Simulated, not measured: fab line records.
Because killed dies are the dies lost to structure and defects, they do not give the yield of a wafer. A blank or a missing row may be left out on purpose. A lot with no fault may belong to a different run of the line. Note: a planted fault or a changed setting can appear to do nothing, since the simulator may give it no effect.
A lot that was struck, set against a sound lot | flow sky130 | 42 out of 708 route steps
Sound: the wafers L878.1, L878.3, L878.6. Struck: wafers L881.1, L881.3, L881.5. The cause is given at the end.
For every step that has rows: the tool of each side, followed by ch and its chambers, followed by its first start. Under that, the readings that differ: sound wafers | struck wafers | difference of the means | sigmas: that difference in standard deviations of wafers without a fault.
alike: readings with means less than 2 such deviations apart, plus words and numbers identical on both sides. not compared: withheld readings, readings lacking a value on some wafer, bounds such as >300 that could conceal the same value, and numbers that have no deviation in the record and whose values overlap.
Wherever a step has rows on one side only, a row that says differs or no value, or a row with sigmas, the two part there. Numbers that have no deviation but don't overlap get no sigmas and don't part them. A reading missing from all wafers of one side parts the sides only when that side holds two or more wafers.

first, 1 step without rows for these wafers: SKY_FIELD_ISO_ANNEAL_26 (time 1800 s).
SKY_FIELD_ISO_CMP_27: polishes, stops on Si3N4, t overpolish 16 s, target thk 457.8 nm.
  sound on cmp-02 ch 0,3, day 3 01:13; struck on cmp-02 ch 0,1,3, day 3 17:37
  alike: motor current A, overpolish run s, time to endpoint s
then, 5 steps without rows for these wafers: SKY_FIELD_ISO_WET_ETCH_28 (etches SiO2 in dHF, target depth 23.7 nm, time 47 s); SKY_FIELD_ISO_WET_ETCH_29 (etches Si3N4 in H3PO4, target depth 160 nm, time 1825 s); SKY_FIELD_ISO_WET_ETCH_30 (etches SiO2 in dHF, target depth 25 nm, time 50 s); SKY_NWELL_CLEAN_00 (cleans in SC1/SC2, time 150 s); SKY_NWELL_OXIDATION_01 (stabilise 600 s, purge 300 s, target thk 10 nm).
SKY_NWELL_THK_MEAS_02:
  sound on film metro-02 at day 3 03:34; struck on film metro-02 at day 3 21:36
  alike: NWELL_OXIDATION_THK
then, 4 steps without rows for these wafers: SKY_DNWELL_DEHYDRATE_00 (time 60 s); SKY_DNWELL_HMDS_01 (prime time 60 s); SKY_DNWELL_COAT_02 (resist thk 3000 nm); SKY_DNWELL_SOFTBAKE_03.
SKY_DNWELL_EXPOSE_04: exposes mask DNM, target cd 3000 nm.
  sound on iline stepper-02 ch 0, day 3 11:04; struck on iline stepper-02 ch 0, day 4 05:45
  reading | sound             | struck            | difference | sigmas
  mask    | DNM#0 DNM#0 DNM#0 | NWM#0 NWM#0 NWM#0 | differs    |
then, 3 steps without rows for these wafers: SKY_DNWELL_PEB_05; SKY_DNWELL_DEVELOP_06 (develop time 60 s); SKY_DNWELL_IMPLANT_07.
SKY_DNWELL_STRIP_08: strips in O2/N2.
  sound on plasma asher-03 ch 0,1, day 3 19:26; struck on plasma asher-01 ch 1, day 4 13:32
  alike: drypump motor current A, o2 flow sccm, oes product au, strip time to endpoint s
  not compared: rf hours counter h
SKY_DNWELL_TW_MEAS_09:
  sound on film metro-02 at day 3 19:32; struck on film metro-02 at day 4 13:38
  reading   | sound          | struck   | difference | sigmas
  DNWELL_TW | 1107 1121 1112 | 30 30 30 | -1083      | -99 or more
then, 7 steps without rows for these wafers: SKY_PWDE_DEHYDRATE_00 (time 60 s); SKY_PWDE_HMDS_01 (prime time 60 s); SKY_PWDE_COAT_02 (resist thk 3000 nm); SKY_PWDE_SOFTBAKE_03; SKY_PWDE_EXPOSE_04 (exposes mask PWDEM, target cd 840 nm); SKY_PWDE_PEB_05; SKY_PWDE_DEVELOP_06 (develop time 60 s).
SKY_PWDE_OVL_MEAS_07:
  sound on overlay-01 at day 4 11:40; struck on overlay-02 at day 5 06:16
  reading       | sound       | struck         | difference | sigmas
  PWDE_OVL (nm) | 0.8 0.9 1.8 | -4.9 -1.6 -3.1 | -4.4       | -3
next, for these wafers, 1 step has no rows: SKY_PWDE_IMPLANT_08.
SKY_PWDE_STRIP_09: strips in O2/N2.
  sound on plasma asher-03 ch 0,1, day 4 11:50; struck on plasma asher-01 ch 0,1, day 5 06:26
  alike: drypump motor current A, o2 flow sccm, oes product au, strip time to endpoint s
  not compared: rf hours counter h
SKY_PWDE_TW_MEAS_10:
  sound on film metro-01 at day 4 11:56; struck on film metro-02 at day 5 06:32
  alike: PWDE_TW
then, 7 steps without rows for these wafers: SKY_NWELL_DEHYDRATE_03 (time 60 s); SKY_NWELL_HMDS_04 (prime time 60 s); SKY_NWELL_COAT_05 (resist thk 3000 nm); SKY_NWELL_SOFTBAKE_06; SKY_NWELL_EXPOSE_07 (exposes mask NWM, target cd 840 nm); SKY_NWELL_PEB_08; SKY_NWELL_DEVELOP_09 (develop time 60 s).
SKY_NWELL_OVL_MEAS_10:
  sound on overlay-02 at day 5 04:55; struck on overlay-02 at day 5 23:43
  alike: NWELL_00_OVL
then, 3 steps without rows for these wafers: SKY_NWELL_IMPLANT_11; SKY_NWELL_IMPLANT_12; SKY_NWELL_IMPLANT_13.
SKY_NWELL_STRIP_14: strips in O2/N2.
  sound on plasma asher-02 ch 0,1, day 5 05:23; struck on plasma asher-03 ch 0,1, day 6 00:11
  reading                     | sound       | struck      | difference | sigmas
  drypump motor current A (A) | 4.9 5.0 4.9 | 6.0 5.8 5.8 | +0.9       | +2
  alike: o2 flow sccm, oes product au, strip time to endpoint s
  not compared: rf hours counter h
SKY_NWELL_TW_MEAS_15:
  sound on film metro-02 at day 5 05:29; struck on film metro-03 at day 6 00:17
  reading  | sound          | struck         | difference | sigmas
  NWELL_TW | 1814 1832 1825 | 1954 1948 1953 | +128       | +12

WHERE THEY PART
Last at SKY_NWELL_TW_MEAS_15 as far as this record goes, first at SKY_DNWELL_EXPOSE_04.

WHY: the cause the simulator had injected
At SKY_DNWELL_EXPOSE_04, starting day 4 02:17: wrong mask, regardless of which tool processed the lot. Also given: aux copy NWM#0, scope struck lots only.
